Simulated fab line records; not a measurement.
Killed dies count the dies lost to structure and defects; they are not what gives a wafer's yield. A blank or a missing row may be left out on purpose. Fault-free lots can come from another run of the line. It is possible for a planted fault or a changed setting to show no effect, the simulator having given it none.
fab line records + flow sky130
[record]
- lots = 13
- wafers = 39
- last_day = 50
route steps=708 shown FIELD_ISO@18 NWELL@63 VT_ADJUST_LVTN@106
lots untouched by any fault: they come from a run of this same line in which no faults occurred
start_h: the number of hours between the record's first day and the start of the first shown wafer of the lot + wait_h: time in hours since the lot's previous step + " unchanged from the row above + L1.1+2: a row that stands for several wafers + - no value present, or no start provided + * or withheld: withheld + < > ~ a bound
route shown NAME@n: NAME is a module with steps in the file, n the number in the route of the first one + usual: mean/standard deviation taken from wafers without a fault + same: alike in all rows + chamber/n: place in a boat + sites: the reading at each site + _std_site: standard deviation across them + _edge_site: the outer-site mean with the inner-site mean subtracted + radius_mm: for every site, how far away it sits from the centre of the wafer + mask NAME#n: copy n + behind: the last tool/chamber to shape the wafer + hold: reason for holding the lot/hours on hold/outcome of the hold + device: whichever transistor did not switch (one of n, p or np) + end of line: the same wafers' tests at the end of the route + a step with no rows: only its recipe + killed: dies lost to structure and defects at the first sort, not the wafer's yield + map: per-die view of a wafer (x killed, . not killed, _ where there is no die)
set.NAME: setting as actually run; set.NAME@STEP: the setting as run at that earlier step + model.NAME: the simulator's own value behind a step, which no gauge read
steps of the route over a sample of lots; a table a step, a row a wafer
services: a tool's chamber out of use, with start hour (start_h, from the record's first day; less than 0 if before it), hours out, and reason
[[steps]]
[step SKY_FIELD_ISO_ETCH_17]
[recipe]
- target_depth_a = 3420
- mask_material = Si3N4
- chemistry = HBr/Cl2/O2
- target = Si
- taper_deg = 5
- icp_w = 600
- bias_w = 150
- pressure_mtorr = 15
- HBr_flow_sccm = 150
- Cl2_flow_sccm = 40
- O2_flow_sccm = 6
- time_s = 97.7
[usual]
- O2_flow_sccm = 6.002/0.02
- drypump_motor_current_A = 5.7/0.45
- oes_product_au = 1.001/0.008
- rf_fwd_power_W = 596.4/2
- throttle_valve_pct = 25.655/0.01
[same]
- time_s = 97.7
| lot.wafer | tool      | chamber | start_h | wait_h | O2_flow_sccm | drypump_motor_current_A | oes_product_au | rf_fwd_power_W | rf_hours_counter_h | throttle_valve_pct |
|-----------|-----------|---------|---------|--------|--------------|-------------------------|----------------|----------------|--------------------|--------------------|
| L618.1    | rie_si-02 | 0       | 30.18   | 0.1    | 6.030        | 6.0                     | 0.992          | 599.0          | 89                 | 25.677             |
| L618.2    | "         | 2       | "       | "      | 5.978        | 6.0                     | 1.009          | 597.2          | 143                | 25.669             |
| L618.3    | "         | 3       | "       | "      | 6.007        | 5.7                     | 1.000          | 596.4          | 54                 | 25.644             |
| L619.1    | rie_si-02 | 0       | 34.13   | 0.1    | 6.007        | 5.9                     | 0.992          | 596.5          | 89                 | 25.648             |
| L619.3    | "         | 2       | "       | "      | 6.053        | 6.0                     | 1.001          | 596.3          | 143                | 25.653             |
| L619.6    | "         | 0       | "       | "      | 6.015        | 6.0                     | 0.997          | 595.2          | -                  | 25.652             |
| L620.4    | rie_si-01 | 3       | 39.82   | 0.1    | 6.003        | 6.1                     | 1.001          | 595.3          | -                  | 25.644             |
| L620.5    | "         | 1       | "       | "      | 5.988        | 5.9                     | 1.000          | 595.3          | -                  | 25.659             |
| L620.6    | "         | 0       | "       | "      | 6.016        | 5.5                     | 0.999          | 601.4          | -                  | 25.664             |
| L621.1    | rie_si-01 | 3       | 45.58   | 0.1    | 5.993        | 6.1                     | 1.008          | 595.3          | 1                  | 25.654             |
| L621.2    | "         | 0       | "       | "      | 6.007        | 5.6                     | 1.003          | 598.8          | 2                  | 25.642             |
| L621.3    | "         | 1       | "       | "      | 5.991        | 5.9                     | 1.005          | 595.1          | 68                 | 25.648             |
| L622.1    | rie_si-02 | 3       | 49.83   | 0.1    | 6.018        | 5.7                     | 1.006          | 595.1          | 54                 | 25.654             |
| L622.2    | "         | 0       | "       | "      | 6.007        | 5.9                     | 0.999          | 598.8          | 89                 | 25.660             |
| L622.5    | "         | 2       | "       | "      | 6.002        | 6.0                     | 1.014          | 593.2          | -                  | 25.653             |
| L625.1    | rie_si-02 | 3       | 64.81   | 0.1    | 5.970        | 5.7                     | 1.010          | 598.0          | 54                 | 25.652             |
| L625.2    | "         | 2       | "       | "      | 5.981        | 6.0                     | 1.010          | 597.3          | 143                | 25.647             |
| L625.6    | "         | 2       | "       | "      | 5.989        | 6.0                     | 0.998          | 598.7          | -                  | 25.666             |
| L626.1    | rie_si-02 | 3       | 72.33   | 0.1    | 6.000        | 5.7                     | 1.001          | 594.9          | 54                 | 25.648             |
| L626.3    | "         | 2       | "       | "      | 6.041        | 6.0                     | 1.006          | 591.8          | 143                | 25.653             |
| L626.6    | "         | 3       | "       | "      | 5.988        | 5.7                     | 1.001          | 597.0          | -                  | 25.666             |
| L628.3    | rie_si-02 | 3       | 81.23   | 0.0    | 6.022        | 5.7                     | 1.006          | 597.4          | 54                 | 25.629             |
| L628.4    | "         | 1       | "       | "      | 6.018        | 4.8                     | 1.016          | 595.7          | 91                 | 25.657             |
| L628.6    | "         | 1       | "       | "      | 6.059        | 4.8                     | 1.001          | 597.9          | -                  | 25.649             |
| L630.2    | rie_si-02 | 0       | 93.53   | 0.1    | 5.976        | 6.0                     | 1.001          | 596.9          | 90                 | 25.663             |
| L630.3    | "         | 1       | "       | "      | 6.022        | 4.8                     | 1.008          | 596.5          | 91                 | 25.637             |
| L630.4    | "         | 2       | "       | "      | 5.988        | 6.0                     | 0.999          | 594.7          | 144                | 25.653             |
| L632.3    | rie_si-01 | 1       | 103.28  | 0.0    | 5.993        | 5.9                     | 0.996          | 595.9          | 69                 | 25.657             |
| L632.4    | "         | 0       | "       | "      | 5.997        | 5.6                     | 1.006          | 596.3          | 2                  | 25.669             |
| L632.6    | "         | 2       | "       | "      | 6.010        | 6.3                     | 0.989          | 596.0          | -                  | 25.675             |
| L637.1    | rie_si-01 | 3       | 127.13  | 0.1    | 5.995        | 6.1                     | 1.000          | 597.4          | 2                  | 25.660             |
| L637.3    | "         | 0       | "       | "      | 5.981        | 5.6                     | 0.999          | 597.3          | 3                  | 25.649             |
| L637.5    | "         | 1       | "       | "      | 5.991        | 5.9                     | 1.001          | 596.6          | -                  | 25.639             |
| L639.1    | rie_si-01 | 1       | 136.86  | 0.1    | 6.026        | 5.9                     | 1.007          | 595.4          | 69                 | 25.649             |
| L639.2    | "         | 0       | "       | "      | 5.973        | 5.5                     | 1.004          | 598.6          | 3                  | 25.655             |
| L639.4    | "         | 2       | "       | "      | 5.981        | 6.3                     | 0.994          | 598.0          | 1                  | 25.666             |
| L640.1    | rie_si-02 | 2       | 144.21  | 0.1    | 5.966        | 6.0                     | 1.005          | 595.5          | 0                  | 25.659             |
| L640.2    | "         | 1       | "       | "      | 5.998        | 4.8                     | 1.002          | 594.1          | 92                 | 25.640             |
| L640.4    | "         | 3       | "       | "      | 6.023        | 5.7                     | 0.999          | 597.0          | 55                 | 25.649             |
[step SKY_FIELD_ISO_THK_MEAS_25]
[recipe]
- reads = SiO2_of_FIELD_ISO_CVD_24
[usual]
- FIELD_ISO_CVD_24_THK = 596/6.4
| lot.wafer | tool          | chamber | start_h | wait_h | FIELD_ISO_CVD_24_THK[nm] |
|-----------|---------------|---------|---------|--------|--------------------------|
| L618.1    | film_metro-03 | -       | 31.83   | 0.0    | 596                      |
| L618.2    | "             | -       | "       | "      | 585                      |
| L618.3    | "             | -       | "       | "      | 592                      |
| L619.1    | film_metro-04 | -       | 37.13   | 0.0    | 586                      |
| L619.3    | "             | -       | "       | "      | 596                      |
| L619.6    | "             | -       | "       | "      | 592                      |
| L620.4    | film_metro-04 | -       | 42.79   | 0.0    | 597                      |
| L620.5    | "             | -       | "       | "      | 593                      |
| L620.6    | "             | -       | "       | "      | 594                      |
| L621.1    | film_metro-02 | -       | 47.94   | 0.0    | 600                      |
| L621.2    | "             | -       | "       | "      | 607                      |
| L621.3    | "             | -       | "       | "      | 608                      |
| L622.1    | film_metro-02 | -       | 54.00   | 0.0    | 599                      |
| L622.2    | "             | -       | "       | "      | 598                      |
| L622.5    | "             | -       | "       | "      | 601                      |
| L625.1    | film_metro-03 | -       | 66.81   | 0.0    | 589                      |
| L625.2    | "             | -       | "       | "      | 592                      |
| L625.6    | "             | -       | "       | "      | 594                      |
| L626.1    | film_metro-03 | -       | 75.62   | 0.0    | 608                      |
| L626.3    | "             | -       | "       | "      | 602                      |
| L626.6    | "             | -       | "       | "      | 605                      |
| L628.3    | film_metro-02 | -       | 85.32   | 0.1    | 594                      |
| L628.4    | "             | -       | "       | "      | 601                      |
| L628.6    | "             | -       | "       | "      | 592                      |
| L630.2    | film_metro-02 | -       | 96.36   | 0.0    | 604                      |
| L630.3    | "             | -       | "       | "      | 594                      |
| L630.4    | "             | -       | "       | "      | 598                      |
| L632.3    | film_metro-04 | -       | 105.12  | 0.1    | 599                      |
| L632.4    | "             | -       | "       | "      | 605                      |
| L632.6    | "             | -       | "       | "      | 598                      |
| L637.1    | film_metro-02 | -       | 131.78  | 0.0    | 603                      |
| L637.3    | "             | -       | "       | "      | 594                      |
| L637.5    | "             | -       | "       | "      | 593                      |
| L639.1    | film_metro-03 | -       | 138.78  | 0.0    | 603                      |
| L639.2    | "             | -       | "       | "      | 590                      |
| L639.4    | "             | -       | "       | "      | 594                      |
| L640.1    | film_metro-02 | -       | 145.93  | 0.1    | 596                      |
| L640.2    | "             | -       | "       | "      | 596                      |
| L640.4    | "             | -       | "       | "      | 591                      |
[step SKY_NWELL_OVL_MEAS_10]
[usual]
- NWELL_00_OVL = -0.5/1.3
| lot.wafer | tool       | chamber | start_h | wait_h | NWELL_00_OVL[nm] |
|-----------|------------|---------|---------|--------|------------------|
| L618.1    | overlay-02 | -       | 83.84   | -      | -1.8             |
| L618.2    | "          | -       | "       | "      | -1.7             |
| L618.3    | "          | -       | "       | "      | -1.7             |
| L619.1    | overlay-02 | -       | 91.94   | -      | -1.0             |
| L619.3    | "          | -       | "       | "      | -0.9             |
| L619.6    | "          | -       | "       | "      | 0.6              |
| L620.4    | overlay-02 | -       | 95.54   | -      | -0.4             |
| L620.5    | "          | -       | "       | "      | -2.1             |
| L620.6    | "          | -       | "       | "      | -0.3             |
| L621.1    | overlay-01 | -       | 104.19  | -      | 2.4              |
| L621.2    | "          | -       | "       | "      | -1.2             |
| L621.3    | "          | -       | "       | "      | 0.9              |
| L622.1    | overlay-01 | -       | 110.34  | -      | 0.4              |
| L622.2    | "          | -       | "       | "      | -1.0             |
| L622.5    | "          | -       | "       | "      | -1.0             |
| L625.1    | overlay-02 | -       | 124.42  | -      | -2.4             |
| L625.2    | "          | -       | "       | "      | -2.1             |
| L625.6    | "          | -       | "       | "      | -0.7             |
| L626.1    | overlay-01 | -       | 137.66  | -      | -1.1             |
| L626.3    | "          | -       | "       | "      | 0.6              |
| L626.6    | "          | -       | "       | "      | 1.3              |
| L628.3    | overlay-01 | -       | 146.45  | -      | 0.2              |
| L628.4    | "          | -       | "       | "      | 0.9              |
| L628.6    | "          | -       | "       | "      | 2.3              |
| L630.2    | overlay-01 | -       | 156.78  | -      | 0.3              |
| L630.3    | "          | -       | "       | "      | -0.2             |
| L630.4    | "          | -       | "       | "      | 0.4              |
| L632.3    | overlay-02 | -       | 167.40  | -      | -2.7             |
| L632.4    | "          | -       | "       | "      | -0.8             |
| L632.6    | "          | -       | "       | "      | -2.5             |
| L637.1    | overlay-02 | -       | 196.42  | -      | -2.0             |
| L637.3    | "          | -       | "       | "      | -2.1             |
| L637.5    | "          | -       | "       | "      | -4.1             |
| L639.1    | overlay-01 | -       | 204.34  | -      | 1.1              |
| L639.2    | "          | -       | "       | "      | -1.1             |
| L639.4    | "          | -       | "       | "      | 0.8              |
| L640.1    | overlay-01 | -       | 214.11  | -      | -0.5             |
| L640.2    | "          | -       | "       | "      | 0.6              |
| L640.4    | "          | -       | "       | "      | -0.5             |
[step SKY_VT_ADJUST_LVTN_STRIP_09]
[recipe]
- chemistry = O2/N2
- power_w = 1400
- pressure_mtorr = 1500
- platen_temp_c = withheld
- o2_flow_sccm = 3000
- n2_flow_sccm = 300
- overash_fraction = 0.5
[usual]
- drypump_motor_current_A = 5.8/0.35
- oes_product_au = 0.723/0.0048
- strip_time_to_endpoint_s = 36.95/0.093
| lot.wafer | tool            | chamber | start_h | wait_h | drypump_motor_current_A | oes_product_au | rf_hours_counter_h | strip_time_to_endpoint_s |
|-----------|-----------------|---------|---------|--------|-------------------------|----------------|--------------------|--------------------------|
| L618.1    | plasma_asher-02 | 1       | 138.70  | 0.1    | 5.8                     | 0.719          | 2                  | 36.97                    |
| L618.2    | "               | 0       | "       | "      | 4.8                     | 0.710          | 2                  | 36.96                    |
| L618.3    | "               | 0       | "       | "      | 4.8                     | 0.725          | -                  | 36.83                    |
| L619.1    | plasma_asher-04 | 1       | 148.56  | 0.1    | 5.9                     | 0.720          | 46                 | 36.95                    |
| L619.3    | "               | 0       | "       | "      | 6.0                     | 0.716          | -                  | 36.97                    |
| L619.6    | "               | 1       | "       | "      | 5.9                     | 0.716          | -                  | 36.92                    |
| L620.4    | plasma_asher-03 | 0       | 153.69  | 0.1    | 5.6                     | 0.718          | -                  | 36.98                    |
| L620.5    | "               | 1       | "       | "      | 6.2                     | 0.721          | -                  | 36.90                    |
| L620.6    | "               | 0       | "       | "      | 5.7                     | 0.722          | -                  | 36.97                    |
| L621.1    | plasma_asher-04 | 1       | 161.90  | 0.1    | 5.9                     | 0.723          | 47                 | 36.88                    |
| L621.2    | "               | 0       | "       | "      | 6.0                     | 0.720          | 47                 | 36.97                    |
| L621.3    | "               | 0       | "       | "      | 6.0                     | 0.729          | -                  | 36.97                    |
| L622.1    | plasma_asher-04 | 1       | 170.50  | 0.1    | 5.9                     | 0.727          | 48                 | 37.02                    |
| L622.2    | "               | 0       | "       | "      | 6.0                     | 0.725          | 48                 | 36.96                    |
| L622.5    | "               | 1       | "       | "      | 5.9                     | 0.722          | -                  | 37.10                    |
| L625.1    | plasma_asher-04 | 0       | 185.13  | 0.1    | 6.0                     | 0.726          | 50                 | 37.09                    |
| L625.2    | "               | 1       | "       | "      | 5.9                     | 0.720          | 50                 | 37.13                    |
| L625.6    | "               | 1       | "       | "      | 5.9                     | 0.724          | -                  | 37.01                    |
| L626.1    | plasma_asher-02 | 0       | 200.50  | 0.1    | 4.8                     | 0.720          | 7                  | 37.00                    |
| L626.3    | "               | 0       | "       | "      | 4.8                     | 0.728          | -                  | 36.94                    |
| L626.6    | "               | 0       | "       | "      | 4.8                     | 0.723          | -                  | 37.00                    |
| L628.3    | plasma_asher-04 | 1       | 208.74  | 0.1    | 5.9                     | 0.719          | -                  | 37.02                    |
| L628.4    | "               | 0       | "       | "      | 6.0                     | 0.721          | -                  | 36.99                    |
| L628.6    | "               | 0       | "       | "      | 6.0                     | 0.719          | -                  | 36.97                    |
| L630.2    | plasma_asher-04 | 1       | 221.81  | 0.1    | 5.9                     | 0.889          | 53                 | -                        |
| L630.3    | "               | 0       | "       | "      | 6.1                     | 0.912          | -                  | -                        |
| L630.4    | "               | 1       | "       | "      | 6.0                     | 0.820          | -                  | -                        |
| L632.3    | plasma_asher-02 | 0       | 233.41  | 0.1    | 4.8                     | 0.719          | -                  | 37.10                    |
| L632.4    | "               | 1       | "       | "      | 5.8                     | 0.722          | -                  | 36.94                    |
| L632.6    | "               | 1       | "       | "      | 5.8                     | 0.720          | -                  | 36.99                    |
| L639.1    | plasma_asher-02 | 0       | 275.20  | 0.1    | 4.8                     | 0.723          | 15                 | 36.95                    |
| L639.2    | "               | 1       | "       | "      | 5.8                     | 0.723          | 15                 | 36.86                    |
| L639.4    | "               | 1       | "       | "      | 5.8                     | 0.718          | -                  | 36.82                    |
| L637.1    | plasma_asher-03 | 0       | 276.95  | 0.1    | 5.7                     | 0.725          | 62                 | 36.99                    |
| L637.3    | "               | 1       | "       | "      | 6.2                     | 0.724          | -                  | 36.95                    |
| L637.5    | "               | 1       | "       | "      | 6.2                     | 0.719          | -                  | 36.89                    |
| L640.1    | plasma_asher-04 | 1       | 285.05  | 0.1    | 5.9                     | 0.719          | 59                 | 36.91                    |
| L640.2    | "               | 0       | "       | "      | 6.0                     | 0.721          | 59                 | 36.87                    |
| L640.4    | "               | 0       | "       | "      | 6.0                     | 0.730          | -                  | 36.81                    |
[step SKY_VT_ADJUST_LVTN_STRIP_20]
[recipe]
- chemistry = O2/N2
- power_w = 1400
- pressure_mtorr = 1500
- platen_temp_c = withheld
- o2_flow_sccm = 3000
- n2_flow_sccm = 300
- overash_fraction = 0.5
[usual]
- drypump_motor_current_A = 5.7/0.44
- oes_product_au = 0.716/0.0047
- strip_time_to_endpoint_s = 14.20/0.043
| lot.wafer | tool            | chamber | start_h | wait_h | drypump_motor_current_A | oes_product_au | rf_hours_counter_h | strip_time_to_endpoint_s |
|-----------|-----------------|---------|---------|--------|-------------------------|----------------|--------------------|--------------------------|
| L618.1    | plasma_asher-02 | 1       | 158.18  | 0.1    | 5.8                     | 0.716          | 3                  | 14.17                    |
| L618.2    | "               | 0       | "       | "      | 4.8                     | 0.717          | 3                  | 14.19                    |
| L618.3    | "               | 0       | "       | "      | 4.8                     | 0.720          | -                  | 14.17                    |
| L619.1    | plasma_asher-04 | 1       | 168.65  | 0.1    | 5.9                     | 0.707          | 48                 | 14.23                    |
| L619.3    | "               | 1       | "       | "      | 5.9                     | 0.713          | -                  | 14.20                    |
| L619.6    | "               | 0       | "       | "      | 6.0                     | 0.716          | -                  | 14.19                    |
| L620.4    | plasma_asher-04 | 1       | 174.16  | 0.1    | 5.9                     | 0.717          | -                  | 14.18                    |
| L620.5    | "               | 1       | "       | "      | 6.0                     | 0.716          | -                  | 14.16                    |
| L620.6    | "               | 0       | "       | "      | 6.0                     | 0.717          | -                  | 14.22                    |
| L621.1    | plasma_asher-02 | 1       | 182.53  | 0.1    | 5.8                     | 0.714          | 6                  | 14.25                    |
| L621.2    | "               | 0       | "       | "      | 4.8                     | 0.719          | 6                  | 14.24                    |
| L621.3    | "               | 0       | "       | "      | 4.8                     | 0.712          | -                  | 14.26                    |
| L622.1    | plasma_asher-04 | 1       | 190.81  | 0.1    | 6.0                     | 0.714          | 50                 | 14.20                    |
| L622.2    | "               | 0       | "       | "      | 6.0                     | 0.718          | 50                 | 14.27                    |
| L622.5    | "               | 1       | "       | "      | 5.9                     | 0.721          | -                  | 14.23                    |
| L625.1    | plasma_asher-03 | 1       | 205.91  | 0.1    | 6.2                     | 0.707          | 55                 | 14.21                    |
| L625.2    | "               | 0       | "       | "      | 5.6                     | 0.703          | 55                 | 14.20                    |
| L625.6    | "               | 0       | "       | "      | 5.7                     | 0.713          | -                  | 14.15                    |
| L626.1    | plasma_asher-04 | 1       | 222.85  | 0.1    | 5.9                     | 0.714          | 53                 | 14.29                    |
| L626.3    | "               | 0       | "       | "      | 6.0                     | 0.719          | -                  | 14.22                    |
| L626.6    | "               | 1       | "       | "      | 5.9                     | 0.721          | -                  | 14.26                    |
| L628.3    | plasma_asher-04 | 1       | 231.58  | 0.1    | 5.9                     | 0.714          | -                  | 14.20                    |
| L628.4    | "               | 0       | "       | "      | 6.0                     | 0.715          | -                  | 14.19                    |
| L628.6    | "               | 0       | "       | "      | 6.0                     | 0.714          | -                  | 14.16                    |
| L630.2    | plasma_asher-03 | 1       | 244.58  | 0.1    | 6.2                     | 0.732          | 59                 | 50.56                    |
| L630.3    | "               | 0       | "       | "      | 5.6                     | 0.718          | -                  | 50.65                    |
| L630.4    | "               | 1       | "       | "      | 6.2                     | 0.728          | -                  | 50.62                    |
| L632.3    | plasma_asher-03 | 1       | 257.11  | 0.1    | 6.1                     | 0.724          | -                  | 14.19                    |
| L632.4    | "               | 0       | "       | "      | 5.7                     | 0.722          | -                  | 14.18                    |
| L632.6    | "               | 0       | "       | "      | 5.7                     | 0.716          | -                  | 14.15                    |
| L639.1    | plasma_asher-03 | 1       | 300.45  | 0.1    | 6.1                     | 0.712          | 65                 | 14.17                    |
| L639.2    | "               | 0       | "       | "      | 5.7                     | 0.730          | 65                 | 14.21                    |
| L639.4    | "               | 1       | "       | "      | 6.1                     | 0.708          | -                  | 14.15                    |
| L637.1    | plasma_asher-04 | 1       | 302.68  | 0.1    | 5.9                     | 0.718          | 61                 | 14.12                    |
| L637.3    | "               | 0       | "       | "      | 6.0                     | 0.718          | -                  | 14.19                    |
| L637.5    | "               | 0       | "       | "      | 6.0                     | 0.717          | -                  | 14.09                    |
| L640.1    | plasma_asher-02 | 1       | 309.80  | 0.1    | 5.8                     | 0.720          | 17                 | 14.21                    |
| L640.2    | "               | 0       | "       | "      | 4.8                     | 0.707          | 17                 | 14.19                    |
| L640.4    | "               | 0       | "       | "      | 4.8                     | 0.721          | -                  | 14.18                    |
[step SKY_VT_ADJUST_LVTN_TW_MEAS_21]
[usual]
- VT_ADJUST_LVTN_2_TW = 188.1/1.9
| lot.wafer | tool          | chamber | start_h | wait_h | VT_ADJUST_LVTN_2_TW |
|-----------|---------------|---------|---------|--------|---------------------|
| L618.1    | film_metro-01 | -       | 158.28  | 0.1    | 186.7               |
| L618.2    | "             | -       | "       | "      | 186.2               |
| L618.3    | "             | -       | "       | "      | 185.9               |
| L619.1    | film_metro-03 | -       | 168.75  | 0.1    | 187.2               |
| L619.3    | "             | -       | "       | "      | 187.1               |
| L619.6    | "             | -       | "       | "      | 188.6               |
| L620.4    | film_metro-03 | -       | 174.26  | 0.1    | 186.6               |
| L620.5    | "             | -       | "       | "      | 187.5               |
| L620.6    | "             | -       | "       | "      | 187.6               |
| L621.1    | film_metro-03 | -       | 182.63  | 0.1    | 188.2               |
| L621.2    | "             | -       | "       | "      | 186.3               |
| L621.3    | "             | -       | "       | "      | 187.0               |
| L622.1    | film_metro-03 | -       | 190.91  | 0.1    | 187.2               |
| L622.2    | "             | -       | "       | "      | 186.7               |
| L622.5    | "             | -       | "       | "      | 187.6               |
| L625.1    | film_metro-03 | -       | 206.01  | 0.1    | 188.5               |
| L625.2    | "             | -       | "       | "      | 187.9               |
| L625.6    | "             | -       | "       | "      | 188.7               |
| L626.1    | film_metro-02 | -       | 222.95  | 0.1    | 190.8               |
| L626.3    | "             | -       | "       | "      | 190.9               |
| L626.6    | "             | -       | "       | "      | 191.5               |
| L628.3    | film_metro-02 | -       | 231.67  | 0.1    | 192.0               |
| L628.4    | "             | -       | "       | "      | 190.6               |
| L628.6    | "             | -       | "       | "      | 190.7               |
| L630.2    | film_metro-03 | -       | 244.69  | 0.1    | 30.1                |
| L630.3    | "             | -       | "       | "      | 30.2                |
| L630.4    | "             | -       | "       | "      | 29.9                |
| L632.3    | film_metro-02 | -       | 257.20  | 0.1    | 189.7               |
| L632.4    | "             | -       | "       | "      | 190.0               |
| L632.6    | "             | -       | "       | "      | 190.0               |
| L639.1    | film_metro-03 | -       | 300.55  | 0.1    | 187.7               |
| L639.2    | "             | -       | "       | "      | 188.2               |
| L639.4    | "             | -       | "       | "      | 187.4               |
| L637.1    | film_metro-01 | -       | 302.78  | 0.1    | 185.0               |
| L637.3    | "             | -       | "       | "      | 184.2               |
| L637.5    | "             | -       | "       | "      | 186.0               |
| L640.1    | film_metro-01 | -       | 309.90  | 0.1    | 185.6               |
| L640.2    | "             | -       | "       | "      | 186.3               |
| L640.4    | "             | -       | "       | "      | 185.0               |
[[services]]
| tool            | chamber | start_h | hours | kind           |
|-----------------|---------|---------|-------|----------------|
| rie_si-01       | -       | 14.40   | 4.3   | pm             |
| plasma_asher-04 | -       | 21.06   | 2.8   | pm             |
| rie_si-01       | 2       | 37.85   | -     | clean          |
| plasma_asher-03 | -       | 64.59   | 2.8   | pm             |
| plasma_asher-02 | -       | 68.85   | 7.8   | repair         |
| plasma_asher-02 | -       | 84.48   | 15.6  | pm             |
| plasma_asher-02 | -       | 104.50  | 8.7   | repair         |
| plasma_asher-03 | -       | 105.57  | 2.0   | repair         |
| rie_si-02       | -       | 105.73  | 14.6  | pm             |
| plasma_asher-02 | -       | 113.24  | 9.0   | pm             |
| plasma_asher-02 | 0       | 113.24  | 9.0   | vent_cycle     |
| plasma_asher-02 | 1       | 113.24  | 9.0   | vent_cycle     |
| rie_si-02       | 2       | 120.33  | -     | clean          |
| rie_si-02       | 2       | 120.33  | 22.1  | scheduled_down |
| rie_si-02       | 2       | 120.33  | 22.1  | vent_cycle     |
| plasma_asher-02 | 0       | 122.24  | -     | clean          |
| plasma_asher-02 | 1       | 122.24  | -     | clean          |
| plasma_asher-04 | -       | 162.89  | 1.0   | repair         |
| rie_si-01       | -       | 211.47  | 2.8   | pm             |
| rie_si-01       | 1       | 220.06  | 12.8  | repair         |
| plasma_asher-04 | -       | 242.49  | 2.6   | repair         |
| rie_si-01       | -       | 253.56  | 14.6  | pm             |
| plasma_asher-02 | -       | 282.42  | 6.6   | repair         |
| rie_si-02       | -       | 288.04  | 28.1  | pm             |
[[key]]
[first_sign]
- step = SKY_VT_ADJUST_LVTN_STRIP_09
- reading = oes_product_au
- direction = up
- sigmas = 32
- usual = 0.723
- struck = 0.873
[effect]
- step = SKY_VT_ADJUST_LVTN_STRIP_20
- reading = strip_time_to_endpoint_s
- direction = up
- sigmas = 99+
- usual = *
- struck = *
[effect]
- step = SKY_VT_ADJUST_LVTN_TW_MEAS_21
- reading = VT_ADJUST_LVTN_2_TW
- direction = down
- sigmas = 84
- usual = 188.1
- struck = 30.1
met_at SKY_VT_ADJUST_LVTN_STRIP_09
struck_lots L630
rows_end L630.2,L630.3,L630.4
not_acting_at SKY_FIELD_ISO_ETCH_17,SKY_FIELD_ISO_THK_MEAS_25,SKY_NWELL_OVL_MEAS_10
onset_between 208.74 221.81
[fault]
- kind = strip_aborted
- tool = plasma_asher-04
- chamber = -
- onset_h = 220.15
- steps = SKY_VT_ADJUST_LVTN_STRIP_09
- offset = 0.99538
- end_h = 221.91
// rows_end: these wafers met a further fault down the route, and their rows from its step on are left out
